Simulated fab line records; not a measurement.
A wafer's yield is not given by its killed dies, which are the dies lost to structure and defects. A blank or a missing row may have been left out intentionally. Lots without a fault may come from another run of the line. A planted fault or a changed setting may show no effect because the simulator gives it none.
Which tool did it? || flow sky130 || Sampling: 12 lots, 36 wafers, 6 of 708 route steps

== WHAT THE GAUGES READ, wafer by wafer ==
SKY_FIELD_ISO_BOW_MEAS_00. Usual: INCOMING_BOW gives 1 um (standard deviation 6.5).
{"lot": "L435", "measured": "day 1 10:00", "on": "film_metro-01", "INCOMING_BOW (um)": "4 4 4", "flag": ""}
{"lot": "L436", "measured": "day 1 15:04", "on": "film_metro-01", "INCOMING_BOW (um)": "3 -9 5", "flag": ""}
{"lot": "L437", "measured": "day 1 20:02", "on": "film_metro-02", "INCOMING_BOW (um)": "8 4 2", "flag": ""}
{"lot": "L438", "measured": "day 2 01:04", "on": "film_metro-03", "INCOMING_BOW (um)": "-1 -1 -3", "flag": ""}
{"lot": "L439", "measured": "day 2 06:01", "on": "film_metro-01", "INCOMING_BOW (um)": "-3 13 5", "flag": ""}
{"lot": "L445", "measured": "day 3 12:01", "on": "film_metro-03", "INCOMING_BOW (um)": "-5 -6 7", "flag": ""}
{"lot": "L447", "measured": "day 3 22:02", "on": "film_metro-01", "INCOMING_BOW (um)": "-1 0 -5", "flag": ""}
{"lot": "L449", "measured": "day 4 08:01", "on": "film_metro-03", "INCOMING_BOW (um)": "8 5 -2", "flag": ""}
{"lot": "L450", "measured": "day 4 13:01", "on": "film_metro-01", "INCOMING_BOW (um)": "11 4 -12", "flag": ""}
{"lot": "L456", "measured": "day 5 19:01", "on": "film_metro-01", "INCOMING_BOW (um)": "-6 -6 -6", "flag": ""}
{"lot": "L457", "measured": "day 6 00:00", "on": "film_metro-01", "INCOMING_BOW (um)": "11 4 -12", "flag": ""}
{"lot": "L458", "measured": "day 6 05:01", "on": "film_metro-01", "INCOMING_BOW (um)": "-9 5 -3", "flag": ""}

SKY_NWELL_TW_MEAS_15. Usual: NWELL_TW gives 1844 (standard deviation 19).
{"lot": "L435", "measured": "day 4 14:50", "on": "film_metro-01", "NWELL_TW": "1844 1840 1842", "flag": ""}
{"lot": "L436", "measured": "day 4 16:29", "on": "film_metro-02", "NWELL_TW": "1849 1842 1843", "flag": ""}
{"lot": "L437", "measured": "day 4 22:56", "on": "film_metro-02", "NWELL_TW": "1835 1842 1836", "flag": ""}
{"lot": "L438", "measured": "day 5 05:44", "on": "film_metro-04", "NWELL_TW": "1870 1866 1867", "flag": ""}
{"lot": "L439", "measured": "day 5 11:40", "on": "film_metro-04", "NWELL_TW": "1865 1869 1857", "flag": ""}
{"lot": "L445", "measured": "day 7 00:31", "on": "film_metro-04", "NWELL_TW": "2032 2034 2038", "flag": "OFF"}
{"lot": "L447", "measured": "day 7 11:35", "on": "film_metro-02", "NWELL_TW": "1988 1989 1984", "flag": "OFF"}
{"lot": "L449", "measured": "day 8 02:26", "on": "film_metro-02", "NWELL_TW": "1820 1818 1825", "flag": ""}
{"lot": "L450", "measured": "day 8 04:55", "on": "film_metro-01", "NWELL_TW": "1837 1847 1831", "flag": ""}
{"lot": "L456", "measured": "day 9 17:13", "on": "film_metro-01", "NWELL_TW": "1840 1836 1840", "flag": ""}
{"lot": "L457", "measured": "day 10 06:00", "on": "film_metro-02", "NWELL_TW": "1823 1812 1822", "flag": ""}
{"lot": "L458", "measured": "day 10 05:34", "on": "film_metro-01", "NWELL_TW": "1810 1835 1825", "flag": ""}

SKY_NWELL_RS_MEAS_29: uses a four-point probe to measure. Usual: NWELL_RS gives 623.5 ohm/sq (standard deviation 1.6).
{"lot": "L435", "measured": "day 5 08:26", "on": "film_metro-01", "NWELL_RS (ohm/sq)": "624.6 626.0 624.4", "flag": ""}
{"lot": "L436", "measured": "day 5 09:59", "on": "film_metro-01", "NWELL_RS (ohm/sq)": "622.8 621.9 623.5", "flag": ""}
{"lot": "L437", "measured": "day 5 20:25", "on": "film_metro-01", "NWELL_RS (ohm/sq)": "622.6 624.1 621.9", "flag": ""}
{"lot": "L438", "measured": "day 5 23:29", "on": "film_metro-04", "NWELL_RS (ohm/sq)": "620.6 622.1 623.5", "flag": ""}
{"lot": "L439", "measured": "day 6 06:05", "on": "film_metro-02", "NWELL_RS (ohm/sq)": "622.6 623.3 623.4", "flag": ""}
{"lot": "L445", "measured": "day 7 19:53", "on": "film_metro-04", "NWELL_RS (ohm/sq)": "539.1 540.0 540.4", "flag": "OFF"}
{"lot": "L447", "measured": "day 8 07:38", "on": "film_metro-04", "NWELL_RS (ohm/sq)": "542.0 542.3 541.4", "flag": "OFF"}
{"lot": "L449", "measured": "day 8 23:49", "on": "film_metro-04", "NWELL_RS (ohm/sq)": "622.2 623.8 622.3", "flag": ""}
{"lot": "L450", "measured": "day 9 02:45", "on": "film_metro-01", "NWELL_RS (ohm/sq)": "622.6 623.3 624.8", "flag": ""}
{"lot": "L456", "measured": "day 10 16:02", "on": "film_metro-02", "NWELL_RS (ohm/sq)": "625.7 623.4 623.9", "flag": ""}
{"lot": "L457", "measured": "day 11 06:19", "on": "film_metro-01", "NWELL_RS (ohm/sq)": "625.7 624.8 627.3", "flag": ""}
{"lot": "L458", "measured": "day 11 05:34", "on": "film_metro-01", "NWELL_RS (ohm/sq)": "626.5 624.1 625.5", "flag": ""}

SKY_VT_ADJUST_LVTN_OVL_MEAS_07. Usual: VT_ADJUST_LVTN_OVL gives -0.8 nm (standard deviation 1.2).
{"lot": "L435", "measured": "day 6 20:34", "on": "overlay-02", "VT_ADJUST_LVTN_OVL (nm)": "1.2 -2.3 0.4", "flag": ""}
{"lot": "L436", "measured": "day 6 22:29", "on": "overlay-02", "VT_ADJUST_LVTN_OVL (nm)": "-2.9 0.5 0.3", "flag": ""}
{"lot": "L437", "measured": "day 7 10:44", "on": "overlay-02", "VT_ADJUST_LVTN_OVL (nm)": "-1.5 -1.5 0.0", "flag": ""}
{"lot": "L438", "measured": "day 7 14:01", "on": "overlay-01", "VT_ADJUST_LVTN_OVL (nm)": "-1.9 -1.4 -1.8", "flag": ""}
{"lot": "L439", "measured": "day 7 20:55", "on": "overlay-01", "VT_ADJUST_LVTN_OVL (nm)": "-1.0 -0.1 -1.2", "flag": ""}
{"lot": "L445", "measured": "day 9 14:23", "on": "overlay-01", "VT_ADJUST_LVTN_OVL (nm)": "-1.3 0.8 -0.7", "flag": ""}
{"lot": "L447", "measured": "day 10 03:50", "on": "overlay-02", "VT_ADJUST_LVTN_OVL (nm)": "0.1 -1.1 -1.3", "flag": ""}
{"lot": "L449", "measured": "day 10 21:11", "on": "overlay-01", "VT_ADJUST_LVTN_OVL (nm)": "-0.7 -2.5 -2.2", "flag": ""}
{"lot": "L450", "measured": "day 11 00:20", "on": "overlay-01", "VT_ADJUST_LVTN_OVL (nm)": "-2.2 -2.1 -1.1", "flag": ""}
{"lot": "L456", "measured": "day 12 17:07", "on": "overlay-02", "VT_ADJUST_LVTN_OVL (nm)": "1.6 -0.2 0.0", "flag": ""}
{"lot": "L457", "measured": "day 13 08:01", "on": "overlay-01", "VT_ADJUST_LVTN_OVL (nm)": "0.8 3.0 0.6", "flag": ""}
{"lot": "L458", "measured": "day 13 06:41", "on": "overlay-02", "VT_ADJUST_LVTN_OVL (nm)": "-0.2 -1.5 -1.4", "flag": ""}

SKY_VT_ADJUST_NCORE_CD_MEAS_07 targets a cd of 380 nm. Usual: cd_nm reads 381.1 nm (standard deviation 2.2).
{"lot": "L435", "measured": "day 8 12:14", "on": "cd_sem-01", "cd_nm (nm)": "381.9 378.0 380.3", "flag": ""}
{"lot": "L436", "measured": "day 8 13:32", "on": "cd_sem-02", "cd_nm (nm)": "383.2 382.5 382.7", "flag": ""}
{"lot": "L437", "measured": "day 9 03:27", "on": "cd_sem-02", "cd_nm (nm)": "379.9 380.8 380.4", "flag": ""}
{"lot": "L438", "measured": "day 9 06:16", "on": "cd_sem-01", "cd_nm (nm)": "386.2 384.5 384.3", "flag": ""}
{"lot": "L439", "measured": "day 9 14:34", "on": "cd_sem-02", "cd_nm (nm)": "381.5 381.2 381.2", "flag": ""}
{"lot": "L445", "measured": "day 11 12:32", "on": "cd_sem-02", "cd_nm (nm)": "376.4 377.1 378.6", "flag": ""}
{"lot": "L447", "measured": "day 12 02:44", "on": "cd_sem-02", "cd_nm (nm)": "380.9 382.9 385.0", "flag": ""}
{"lot": "L449", "measured": "day 12 21:49", "on": "cd_sem-01", "cd_nm (nm)": "379.3 379.1 378.3", "flag": ""}
{"lot": "L450", "measured": "day 13 00:00", "on": "cd_sem-01", "cd_nm (nm)": "381.7 382.3 380.8", "flag": ""}
{"lot": "L456", "measured": "day 14 20:52", "on": "cd_sem-01", "cd_nm (nm)": "376.9 378.8 377.3", "flag": ""}
{"lot": "L457", "measured": "day 15 12:31", "on": "cd_sem-01", "cd_nm (nm)": "379.6 379.2 378.6", "flag": ""}
{"lot": "L458", "measured": "day 15 12:01", "on": "cd_sem-01", "cd_nm (nm)": "378.8 380.5 378.6", "flag": ""}

== WHAT TOOL EACH LOT RAN ON (gives the tool, then ch and the chambers of the sampled wafers, and finally the start) ==
{"lot": "L435", "SKY_NWELL_IMPLANT_11": "implanter-02 ch 0, day 4 14:17"}
{"lot": "L436", "SKY_NWELL_IMPLANT_11": "implanter-03 ch 0, day 4 15:59"}
{"lot": "L437", "SKY_NWELL_IMPLANT_11": "implanter-02 ch 0, day 4 22:25"}
{"lot": "L438", "SKY_NWELL_IMPLANT_11": "implanter-02 ch 0, day 5 05:11"}
{"lot": "L439", "SKY_NWELL_IMPLANT_11": "implanter-02 ch 0, day 5 11:08"}
{"lot": "L445", "SKY_NWELL_IMPLANT_11": "implanter-01 ch 0, day 6 23:59"}
{"lot": "L447", "SKY_NWELL_IMPLANT_11": "implanter-01 ch 0, day 7 11:04"}
{"lot": "L449", "SKY_NWELL_IMPLANT_11": "implanter-02 ch 0, day 8 01:54"}
{"lot": "L450", "SKY_NWELL_IMPLANT_11": "implanter-02 ch 0, day 8 04:23"}
{"lot": "L456", "SKY_NWELL_IMPLANT_11": "implanter-02 ch 0, day 9 16:41"}
{"lot": "L457", "SKY_NWELL_IMPLANT_11": "implanter-02 ch 0, day 10 05:27"}
{"lot": "L458", "SKY_NWELL_IMPLANT_11": "implanter-02 ch 0, day 10 05:01"}
- SKY_NWELL_IMPLANT_11

== WHAT THE TOOLS THEMSELVES READ (means of the sampled wafers that have a number; where no wafer has one, the mark that the record gives instead) ==
SKY_NWELL_IMPLANT_11. Usual: beam_on_s 10.01 s, standard deviation 0.21; dose_ions_cm2 1.8994e+13, standard deviation 2e+10; faraday_current_uA 107.1, standard deviation 2.2.
{"lot": "L435", "tool": "implanter-02", "beam_on_s (s)": 9.91, "dose_ions_cm2": 1.8971e+13, "faraday_current_uA": 107.7, "flag": ""}
{"lot": "L436", "tool": "implanter-03", "beam_on_s (s)": 10.10, "dose_ions_cm2": 1.9012e+13, "faraday_current_uA": 106.0, "flag": ""}
{"lot": "L437", "tool": "implanter-02", "beam_on_s (s)": 10.05, "dose_ions_cm2": 1.8990e+13, "faraday_current_uA": 106.5, "flag": ""}
{"lot": "L438", "tool": "implanter-02", "beam_on_s (s)": 10.05, "dose_ions_cm2": 1.8991e+13, "faraday_current_uA": 106.5, "flag": ""}
{"lot": "L439", "tool": "implanter-02", "beam_on_s (s)": 9.85, "dose_ions_cm2": 1.9002e+13, "faraday_current_uA": 109.0, "flag": ""}
{"lot": "L445", "tool": "implanter-01", "beam_on_s (s)": 10.99, "dose_ions_cm2": 2.4757e+13, "faraday_current_uA": 127.4, "flag": "OFF"}
{"lot": "L447", "tool": "implanter-01", "beam_on_s (s)": 10.94, "dose_ions_cm2": 2.4759e+13, "faraday_current_uA": 127.7, "flag": "OFF"}
{"lot": "L449", "tool": "implanter-02", "beam_on_s (s)": 9.75, "dose_ions_cm2": 1.9008e+13, "faraday_current_uA": 110.0, "flag": ""}
{"lot": "L450", "tool": "implanter-02", "beam_on_s (s)": 9.79, "dose_ions_cm2": 1.9007e+13, "faraday_current_uA": 109.3, "flag": ""}
{"lot": "L456", "tool": "implanter-02", "beam_on_s (s)": 9.92, "dose_ions_cm2": 1.9008e+13, "faraday_current_uA": 108.0, "flag": ""}
{"lot": "L457", "tool": "implanter-02", "beam_on_s (s)": 9.94, "dose_ions_cm2": 1.9001e+13, "faraday_current_uA": 107.5, "flag": ""}
{"lot": "L458", "tool": "implanter-02", "beam_on_s (s)": 10.03, "dose_ions_cm2": 1.8986e+13, "faraday_current_uA": 106.8, "flag": ""}

== THE ANSWER, worked out from the rows above alone ==
Rule: take the mean of a lot's wafers that have a number; if it is more than 3 standard deviations from the usual mean, the lot is off. Also off: a lot with no number at a reading for which 4 or more lots have one. Where the step has rows for the other lots, those lots are counted as sound. First the gauges in route order, then the tools' own readings, where a lot's mean is used as printed above. At the first step where some lot is off, the reading lying furthest off is the one used; lots without a number count as furthest.
Off: L445, L447, seen at SKY_NWELL_TW_MEAS_15 (NWELL_TW).
If a tool, at a process step before that reading, ran all the lots that are off and no sound lot after the first of them, it fits. The gauges at SKY_NWELL_TW_MEAS_15 aren't tried: what is off there is off at SKY_NWELL_IMPLANT_11 too, on other tools, and a gauge's error can't cause that. One candidate fits, namely implanter-01 at SKY_NWELL_IMPLANT_11. It ran no sound lot before its first lot that is off in this sample, so the start can't be narrowed down.
The tool's own readings at SKY_NWELL_IMPLANT_11 bear it out: on the lots that are off they differ by more than 5 times the standard deviation of the sound lots' means. beam_on_s reads 10.96 s there against 9.94 s on the sound lots; dose_ions_cm2 reads 2.4758e+13 there against 1.8998e+13 on the sound lots; faraday_current_uA reads 127.6 there against 107.7 on the sound lots.

== WHAT THE SIMULATOR HAD PUT IN ==
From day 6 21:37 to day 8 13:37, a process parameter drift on implanter-01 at SKY_NWELL_IMPLANT_11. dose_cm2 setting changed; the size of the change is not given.
Struck lots among those shown: L445, L447. The rule above reached the same finding.
